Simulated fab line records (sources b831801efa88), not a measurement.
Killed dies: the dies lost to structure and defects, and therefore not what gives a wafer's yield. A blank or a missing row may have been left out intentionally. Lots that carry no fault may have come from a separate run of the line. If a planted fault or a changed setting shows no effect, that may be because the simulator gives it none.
A struck lot beside a sound one -- flow sky130 -- 15 out of 708 route steps
Sound: these wafers, L681.1, L681.3, L681.4. Struck: wafers L691.1, L691.3, L691.6. The cause is given at the end.
Order at every step that has rows: each side's tool, ch and its chambers, its first start. Under that, the readings that differ: sound wafers -- struck wafers -- difference of the means -- sigmas: that difference in standard deviations of wafers without a fault.
alike: a reading whose means differ by less than 2 such deviations, as well as words and numbers matching on both sides. not compared: withheld readings; readings where some wafer has no value; bounds like >300 that might hide an equal value; numbers whose values overlap and for which the record gives no deviation.
Wherever a step has rows on one side only, a row that says differs or no value, or a row with sigmas, the two part there. Numbers that have no deviation but don't overlap get no sigmas and don't part them. Lack of a reading on every wafer of one side parts them only where that side has two or more wafers.

first, 8 steps without rows for these wafers: SKY_METAL1_DEHYDRATE_07 (time 60 s); SKY_METAL1_HMDS_08 (prime time 60 s); SKY_METAL1_COAT_09 (resist thk 60 nm); SKY_METAL1_COAT_10 (resist thk 450 nm); SKY_METAL1_SOFTBAKE_11 (time 90 s); SKY_METAL1_EXPOSE_12 (exposes mask MM1, target cd 140 nm); SKY_METAL1_PEB_13; SKY_METAL1_DEVELOP_14 (develop time 60 s).
SKY_METAL1_CD_MEAS_15 targets a cd of 140 nm.
  sound on cd-sem-01 at day 33 12:24; struck on cd-sem-01 at day 36 15:26
  alike: cd-nm
SKY_METAL1_OVL_MEAS_16:
  sound on overlay-02 at day 33 12:31; struck on overlay-02 at day 36 15:33
  alike: METAL1_OVL
SKY_METAL1_DESCUM_17: chemistry O2, time 8 s.
  sound on rie-metal-04 ch 0,1, day 33 12:33; struck on rie-metal-01 ch 0,1, day 36 15:35
  alike: drypump-motor-current-A, oes-product-au
  not compared: rf-hours-counter-h
SKY_METAL1_ETCH_18: etches BARC in N2/H2, stops on SiO2, time 45.9 s, target depth 60 nm.
  sound on rie-metal-04 ch 0,1, day 33 12:35; struck on rie-metal-01 ch 0,1, day 36 15:37
  alike: bias-w, chamber-pressure-mTorr, drypump-motor-current-A, oes-product-au, throttle-valve-pct
  not compared: rf-hours-counter-h
SKY_METAL1_METAL_ETCH_19: etches the open film in Cl2/BCl3, stops on SiO2, target depth 360 nm, time 78 s.
  sound on rie-metal-04 ch 0,1, day 33 12:39; struck on rie-metal-01 ch 0,1, day 36 15:41
  no value came back on the struck wafers for any of 6 readings (bcl3-flow-sccm (sccm), bias-w (W) and others); on the sound wafers bcl3-flow-sccm (sccm) reads 30.03 30.00 29.94
reading,sound,struck,difference,sigmas
model.KrF-thick_of_METAL1_COAT_10.thk-nm (nm),157.2 161.9 162.2,394.6 393.6 393.4,+233.4,
model.SiO2_of_CONTACT_HDPCVD_02.thk-nm (nm),326.1 326.6 325.8,337.5 337.9 337.2,+11.4,
  not compared: rf-hours-counter-h
SKY_METAL1_STRIP_20: strips in O2/N2.
  sound on plasma-asher-01 ch 0,1, day 33 12:44; struck on plasma-asher-02 ch 0,1, day 36 15:46
reading,sound,struck,difference,sigmas
oes-product-au (a.u.),0.338 0.345 0.352,0.443 0.444 0.448,+0.100,+19
strip-time-to-endpoint-s (s),2.65 2.72 2.71,5.22 5.21 5.20,+2.52,+51
  alike: drypump-motor-current-A
  not compared: rf-hours-counter-h
then, 1 step without rows for these wafers: SKY_METAL1_STRIP_21 (strips in post etch residue remover, time 1200 s).

WHERE THEY PART
Last at SKY_METAL1_STRIP_20 as far as this record goes, first at SKY_METAL1_METAL_ETCH_19.

WHY: the cause the simulator had injected
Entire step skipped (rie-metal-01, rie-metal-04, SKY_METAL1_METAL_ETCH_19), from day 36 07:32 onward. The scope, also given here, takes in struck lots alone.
